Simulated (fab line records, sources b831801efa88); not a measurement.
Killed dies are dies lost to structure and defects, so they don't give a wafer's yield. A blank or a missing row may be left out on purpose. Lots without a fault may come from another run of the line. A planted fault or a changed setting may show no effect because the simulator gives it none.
Which tool did it? | flow gf180mcu | 14 lots, 42 wafers sampled, at 3 steps of a route of 602

WHAT THE GAUGES READ, wafer by wafer
GF_V5_CD_MEAS_14: target cd 260 nm. Usual: cd_nm 259.8 nm, standard deviation 1.2.
lot  | measured     | on        | cd_nm (nm)        | flag
L224 | day 27 12:57 | cd_sem-01 | 258.7 259.2 258.0 |
L225 | day 27 16:24 | cd_sem-01 | 258.3 258.5 259.5 |
L226 | day 27 22:14 | cd_sem-02 | 259.5 259.6 260.4 |
L228 | day 28 11:25 | cd_sem-02 | 261.1 261.5 261.9 |
L233 | day 29 20:34 | cd_sem-01 | 261.0 260.2 258.9 |
L236 | day 30 23:45 | cd_sem-02 | 259.6 260.2 258.8 |
L237 | day 31 07:44 | cd_sem-02 | 259.6 259.7 259.1 |
L239 | day 31 17:00 | cd_sem-02 | 260.4 261.2 261.9 |
L240 | day 32 01:22 | cd_sem-02 | 259.5 258.5 258.5 |
L242 | day 32 13:32 | cd_sem-02 | 260.1 259.5 260.8 |
L243 | day 32 21:23 | cd_sem-02 | 260.7 260.3 259.0 |
L244 | day 33 03:28 | cd_sem-01 | 260.0 260.9 261.2 |
L246 | day 33 10:59 | cd_sem-02 | 260.0 259.7 259.3 |
L247 | day 33 16:57 | cd_sem-02 | 260.6 261.5 261.0 |

WHICH TOOL RAN EACH LOT (tool, then ch and the chambers of the sampled wafers, then the start)
lot  | GF_SALICIDE_SPUTTER_02       | GF_MIM_SPUTTER_03
L224 | pvd_sputter-04, day 15 09:48 | pvd_sputter-02, day 24 19:31
L225 | pvd_sputter-04, day 15 15:21 | pvd_sputter-01, day 24 23:43
L226 | pvd_sputter-04, day 15 21:57 | pvd_sputter-03, day 25 06:52
L228 | pvd_sputter-01, day 16 12:10 | pvd_sputter-01, day 25 20:19
L233 | pvd_sputter-04, day 18 03:46 | pvd_sputter-01, day 27 07:40
L236 | pvd_sputter-02, day 19 14:28 | pvd_sputter-03, day 28 14:05
L237 | pvd_sputter-04, day 19 23:52 | pvd_sputter-03, day 28 21:13
L239 | pvd_sputter-02, day 20 15:25 | pvd_sputter-01, day 29 09:34
L240 | pvd_sputter-01, day 21 01:01 | pvd_sputter-02, day 29 17:46
L242 | pvd_sputter-01, day 21 19:55 | pvd_sputter-01, day 30 07:52
L243 | pvd_sputter-02, day 22 04:49 | pvd_sputter-03, day 30 15:32
L244 | pvd_sputter-02, day 22 13:04 | pvd_sputter-03, day 30 21:57
L246 | pvd_sputter-01, day 23 01:22 | pvd_sputter-03, day 31 06:54
L247 | pvd_sputter-04, day 23 12:43 | pvd_sputter-03, day 31 14:43
- GF_SALICIDE_SPUTTER_02: material Co, target thk 10 nm, time 20 s.
- GF_MIM_SPUTTER_03: material Ti, target thk 10 nm, time 6.7 s.

WHAT THE TOOLS THEMSELVES READ (means of the sampled wafers that have a number; where no wafer has one, the mark that the record gives instead)
GF_SALICIDE_SPUTTER_02. Usual: throttle_valve_pct 30.4 %, standard deviation 1.
lot  | tool           | throttle_valve_pct (%) | flag
L224 | pvd_sputter-04 | 30.1                   |
L225 | pvd_sputter-04 | 30.2                   |
L226 | pvd_sputter-04 | 30.5                   |
L228 | pvd_sputter-01 | 30.3                   |
L233 | pvd_sputter-04 | 30.3                   |
L236 | pvd_sputter-02 | 30.3                   |
L237 | pvd_sputter-04 | 29.6                   |
L239 | pvd_sputter-02 | 30.4                   |
L240 | pvd_sputter-01 | 30.5                   |
L242 | pvd_sputter-01 | 29.8                   |
L243 | pvd_sputter-02 | 30.8                   |
L244 | pvd_sputter-02 | 31.2                   |
L246 | pvd_sputter-01 | 29.9                   |
L247 | pvd_sputter-04 | 30.0                   |

GF_MIM_SPUTTER_03. Usual: throttle_valve_pct 29.8 %, standard deviation 0.92.
lot  | tool           | throttle_valve_pct (%) | flag
L224 | pvd_sputter-02 | 29.0                   |
L225 | pvd_sputter-01 | 29.1                   |
L226 | pvd_sputter-03 | 29.5                   |
L228 | pvd_sputter-01 | 30.2                   |
L233 | pvd_sputter-01 | 29.3                   |
L236 | pvd_sputter-03 | 30.0                   |
L237 | pvd_sputter-03 | 29.7                   |
L239 | pvd_sputter-01 | 29.4                   |
L240 | pvd_sputter-02 | 29.3                   |
L242 | pvd_sputter-01 | 29.9                   |
L243 | pvd_sputter-03 | 29.6                   |
L244 | pvd_sputter-03 | 30.3                   |
L246 | pvd_sputter-03 | 29.2                   |
L247 | pvd_sputter-03 | 29.7                   |

THE ANSWER, worked out from the rows above alone
Rule: a lot is off if the mean of its wafers that have a number lies more than 3 standard deviations from the usual mean. A lot without any number at a reading at which 4 lots or more have one is off too. The other lots that the step has rows for count as sound. The gauges are gone through in route order, then the tools' own readings, and for those a lot's mean is taken as printed above. The first step at which some lot is off is used, and at that step the reading that is off furthest; a lot without a number counts as furthest.
No lot is off at any reading shown: from this, nothing can be told.

WHAT THE SIMULATOR HAD PUT IN
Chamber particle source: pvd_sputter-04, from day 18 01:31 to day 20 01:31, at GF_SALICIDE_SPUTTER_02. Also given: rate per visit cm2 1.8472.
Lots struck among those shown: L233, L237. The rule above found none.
